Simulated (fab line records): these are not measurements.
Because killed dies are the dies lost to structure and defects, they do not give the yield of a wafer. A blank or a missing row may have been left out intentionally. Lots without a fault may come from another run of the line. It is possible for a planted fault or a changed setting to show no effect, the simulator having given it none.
What tool caused it?	flow sky130	Sampling: 10 lots, 29 wafers, 3 of 708 route steps

WHAT EACH GAUGE READ, for each wafer
SKY_VIA3_RS_MEAS_22: uses a four-point probe to measure.
lot	measured	on	VIA3_W_RS (ohm/sq)
L591	day 39 08:31	film metro-03	0.294 0.287 0.299
L592	day 39 20:21	film metro-02	0.293 0.284 0.289
L594	day 41 07:14	film metro-02	0.296 0.294 0.295
L595	day 41 09:18	film metro-04	0.295 0.292 0.284
L593	day 41 09:23	film metro-02	0.291 0.297 0.295
L602	day 43 03:13	film metro-03	0.166 0.297
L604	day 43 15:17	film metro-04	0.289 0.297 0.286
L608	day 44 08:33	film metro-03	0.296 0.294 0.285
L609	day 45 01:14	film metro-03	0.283 0.295 0.284
L613	day 45 15:14	film metro-04	0.286 0.294 0.295

WHICH TOOL RAN EACH LOT (tool, then ch and the chambers of the sampled wafers, then the start)
lot	SKY_VIA3_SPUTTER_20	SKY_VIA3_CVD_21
L591	pvd sputter-04, day 39 08:20	cvd w-02 ch 0,1, day 39 08:24
L592	pvd sputter-02, day 39 20:10	cvd w-02 ch 0,1, day 39 20:14
L594	pvd sputter-03, day 41 07:03	cvd w-02 ch 1, day 41 07:07
L595	pvd sputter-04, day 41 09:06	cvd w-02 ch 0,1, day 41 09:10
L593	pvd sputter-03, day 41 09:11	cvd w-01 ch 0,1, day 41 09:15
L602	pvd sputter-02, day 43 03:00	cvd w-01 ch 0,1, day 43 03:06
L604	pvd sputter-03, day 43 15:07	cvd w-02 ch 0,1, day 43 15:10
L608	pvd sputter-04, day 44 08:19	cvd w-02 ch 0,1, day 44 08:25
L609	pvd sputter-04, day 45 01:03	cvd w-02 ch 0,1, day 45 01:07
L613	pvd sputter-03, day 45 15:04	cvd w-02 ch 0,1, day 45 15:07
- SKY_VIA3_SPUTTER_20: material TiN, target thk 20 nm, time 80 s.
- SKY_VIA3_CVD_21: deposits W, target thk 390 nm, time 117.31 s.

THE ANSWER, worked out from the rows above alone
Rule: what is usual is taken from the lots themselves. The widest of any qualifying gaps counts: lots, ordered by their means at a reading, are off when they make up no more than a third of the lots, leave a main group of 4 or more, and stand apart from it by 3 or more times the standard deviation of that group's means. A main group is skipped when, at the precision printed for the reading in the tables above, its means are all equal. A lot without any number at a reading at which 4 lots or more have one is off too. The other lots that the step has rows for count as sound.
Off: at SKY_VIA3_RS_MEAS_22 (VIA3_W_RS), L602. The main group: mean 0.291 ohm/sq, standard deviation 0.0024.
If a tool, at a process step before that reading, ran all the lots that are off and no sound lot after the first of them, it fits. Gauges at SKY_VIA3_RS_MEAS_22: tried the same way as those tools. Can't be told from this: 2 tools fit, pvd sputter-02 at SKY_VIA3_SPUTTER_20, cvd w-01 at SKY_VIA3_CVD_21.

WHAT WAS PUT IN BY THE SIMULATOR
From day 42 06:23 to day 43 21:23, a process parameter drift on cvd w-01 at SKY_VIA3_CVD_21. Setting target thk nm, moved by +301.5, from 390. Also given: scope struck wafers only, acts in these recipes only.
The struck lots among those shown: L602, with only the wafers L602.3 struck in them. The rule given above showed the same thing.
